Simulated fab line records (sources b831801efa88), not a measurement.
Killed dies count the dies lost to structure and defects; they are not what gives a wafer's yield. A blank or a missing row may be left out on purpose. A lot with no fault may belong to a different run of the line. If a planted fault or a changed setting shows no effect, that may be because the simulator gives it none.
The tool behind it: which one?    flow sky130    12 lots with 36 wafers sampled at 5 steps, on a route of 708 steps

## WHAT THE GAUGES SHOWED, per wafer
SKY_LDD_P_TW_MEAS_11.
lot   measured      on             LDD_P_TW
L708  day 18 17:44  film-metro-03  634 638 639
L712  day 20 10:39  film-metro-03  637 632 638
L713  day 20 23:28  film-metro-02  638 638 638
L715  day 21 12:49  film-metro-03  636 633 630
L720  day 23 14:40  film-metro-03  629 628 628
L721  day 23 23:13  film-metro-03  581 584 583
L722  day 24 05:20  film-metro-04  586 590 586
L723  day 24 11:24  film-metro-02  644 644 641
L724  day 24 22:28  film-metro-04  636 631 631
L727  day 25 19:00  film-metro-03  627 628 627
L728  day 26 08:04  film-metro-02  638 641 637
L729  day 26 10:43  film-metro-02  637 636 637

SKY_LOCAL_INTERCONNECT_OVL_MEAS_12.
lot   measured      on          LOCAL_INTERCONNECT_OVL (nm)
L708  day 30 02:55  overlay-02  -6 1 -6
L712  day 31 19:49  overlay-02  5 -1 0
L713  day 32 02:11  overlay-02  -8 -14 -11
L715  day 32 13:47  overlay-02  -4 -13 -5
L720  day 34 10:40  overlay-02  1 -1 3
L721  day 34 16:38  overlay-01  6 -1 1
L722  day 34 23:05  overlay-02  -2 -1 -3
L723  day 35 04:40  overlay-01  -5 -11 0
L724  day 35 18:22  overlay-02  -4 1 -5
L727  day 36 09:07  overlay-01  -9 -5 -9
L728  day 36 21:17  overlay-02  -14 -13 -10
L729  day 36 23:35  overlay-02  -3 -1 -4

## TOOL THAT RAN EACH LOT (tool first, then ch and the chambers of the sampled wafers, then the start)
lot   SKY_POLY_GATE_STRIP_18                SKY_LDD_P_IMPLANT_09             SKY_LI_CONTACT_CVD_21
L708  plasma-asher-02 ch 0,1, day 16 03:30  implanter-01 ch 0, day 18 17:31  cvd-w-02 ch 0, day 28 22:08
L712  plasma-asher-02 ch 0,1, day 17 18:24  implanter-01 ch 0, day 20 10:24  cvd-w-01 ch 0,1, day 30 15:44
L713  plasma-asher-01 ch 0,1, day 18 06:22  implanter-02 ch 0, day 20 23:16  cvd-w-02 ch 0,1, day 30 21:18
L715  plasma-asher-03 ch 0,1, day 18 18:06  implanter-04 ch 0, day 21 12:36  cvd-w-02 ch 1, day 31 09:38
L720  plasma-asher-03 ch 0,1, day 20 23:50  implanter-02 ch 0, day 23 14:27  cvd-w-01 ch 0,1, day 33 07:23
L721  plasma-asher-02 ch 0,1, day 21 08:22  implanter-01 ch 0, day 23 23:00  cvd-w-01 ch 0,1, day 33 14:00
L722  plasma-asher-03 ch 0,1, day 21 13:22  implanter-01 ch 0, day 24 05:05  cvd-w-01 ch 0,1, day 33 19:25
L723  plasma-asher-03 ch 0,1, day 21 19:46  implanter-02 ch 0, day 24 11:09  cvd-w-02 ch 0,1, day 34 01:46
L724  plasma-asher-03 ch 0,1, day 22 07:59  implanter-02 ch 0, day 24 22:13  cvd-w-02 ch 1, day 34 14:32
L727  plasma-asher-03 ch 0,1, day 23 04:28  implanter-04 ch 0, day 25 18:45  cvd-w-02 ch 0,1, day 35 06:44
L728  plasma-asher-03 ch 0,1, day 23 17:26  implanter-02 ch 0, day 26 07:52  cvd-w-02 ch 0,1, day 35 18:12
L729  plasma-asher-02 ch 0,1, day 23 22:23  implanter-02 ch 0, day 26 10:30  cvd-w-02 ch 0,1, day 35 20:10
- SKY_POLY_GATE_STRIP_18: strips in O2/N2.
- SKY_LDD_P_IMPLANT_09
- SKY_LI_CONTACT_CVD_21: deposits W, target thk 400 nm, time 120.56 s.

## AS READ BY THE TOOLS THEMSELVES (means over the sampled wafers that have a number; for cases with no such wafer, the mark the record gives instead)
SKY_POLY_GATE_STRIP_18.
lot   tool             drypump-motor-current-A (A)  oes-product-au (a.u.)  strip-time-to-endpoint-s (s)
L708  plasma-asher-02  5.9                          0.357                  3.16
L712  plasma-asher-02  5.5                          0.360                  3.18
L713  plasma-asher-01  5.4                          0.363                  3.18
L715  plasma-asher-03  5.6                          0.363                  3.14
L720  plasma-asher-03  5.4                          0.360                  3.12
L721  plasma-asher-02  5.6                          0.366                  3.20
L722  plasma-asher-03  5.6                          0.360                  3.18
L723  plasma-asher-03  5.6                          0.361                  3.16
L724  plasma-asher-03  5.6                          0.361                  3.19
L727  plasma-asher-03  5.6                          0.363                  3.17
L728  plasma-asher-03  5.5                          0.361                  3.18
L729  plasma-asher-02  5.5                          0.361                  3.20

SKY_LDD_P_IMPLANT_09.
lot   tool          beam-energy-keV  dose-ions-cm2  faraday-current-uA
L708  implanter-01  25.002           1e+13          56.3
L712  implanter-01  25.001           1e+13          56.8
L713  implanter-02  25.003           1e+13          56.9
L715  implanter-04  24.996           1e+13          56.9
L720  implanter-02  24.988           1e+13          56.4
L721  implanter-01  24.993           8e+12          44.6
L722  implanter-01  24.991           8e+12          44.4
L723  implanter-02  25.011           1e+13          56.7
L724  implanter-02  25.000           1e+13          56.6
L727  implanter-04  24.988           1e+13          56.0
L728  implanter-02  24.997           1e+13          56.5
L729  implanter-02  24.991           1e+13          56.6

SKY_LI_CONTACT_CVD_21.
lot   tool      heater-power-w (W)
L708  cvd-w-02  943
L712  cvd-w-01  963
L713  cvd-w-02  911
L715  cvd-w-02  871
L720  cvd-w-01  963
L721  cvd-w-01  906
L722  cvd-w-01  898
L723  cvd-w-02  891
L724  cvd-w-02  866
L727  cvd-w-02  896
L728  cvd-w-02  888
L729  cvd-w-02  918

## THE ANSWER, worked out from the rows above alone
Rule: the usual values come from the lots themselves. The widest of any qualifying gaps counts: lots, ordered by their means at a reading, are off when they make up no more than a third of the lots, leave a main group of 4 or more, and stand apart from it by 3 or more times the standard deviation of that group's means. If all means in a main group match to the digits the tables above print for the reading, that group is not used. Also off: a lot with no number at a reading for which 4 or more lots have one. Any other lot the step has rows for is counted as sound. The gauges are gone through in route order, then the tools' own readings, and for those a lot's mean is taken as printed above. The first step at which some lot is off is used, and at that step the reading that is off furthest; a lot without a number counts as furthest.
Off: L721, L722, at SKY_LDD_P_TW_MEAS_11 (LDD_P_TW). For the main group the mean is 635 and the standard deviation 4.5.
If a tool, at a process step before that reading, ran all the lots that are off and no sound lot after the first of them, it fits. Not tried: the gauges at SKY_LDD_P_TW_MEAS_11; whatever is off there is also off at SKY_LDD_P_IMPLANT_09, on other tools, and gauge error can't account for it. One candidate fits, namely implanter-01 at SKY_LDD_P_IMPLANT_09. Its last sound lot is L712 (day 20 10:24), its first lot that is off L721 (day 23 23:00): a fault that began between those two fits.
The tool's own readings at SKY_LDD_P_IMPLANT_09 bear it out: on the lots that are off they differ by more than 5 times the standard deviation of the sound lots' means. dose-ions-cm2 reads 8e+12 there against 1e+13 on the sound lots; faraday-current-uA reads 44.5 there against 56.6 on the sound lots.

## WHAT HAD BEEN PUT IN BY THE SIMULATOR
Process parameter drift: implanter-01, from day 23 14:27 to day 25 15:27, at SKY_LDD_P_IMPLANT_09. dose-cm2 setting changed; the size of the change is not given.
Lots struck among those shown: L721, L722. The same result came from the rule above.
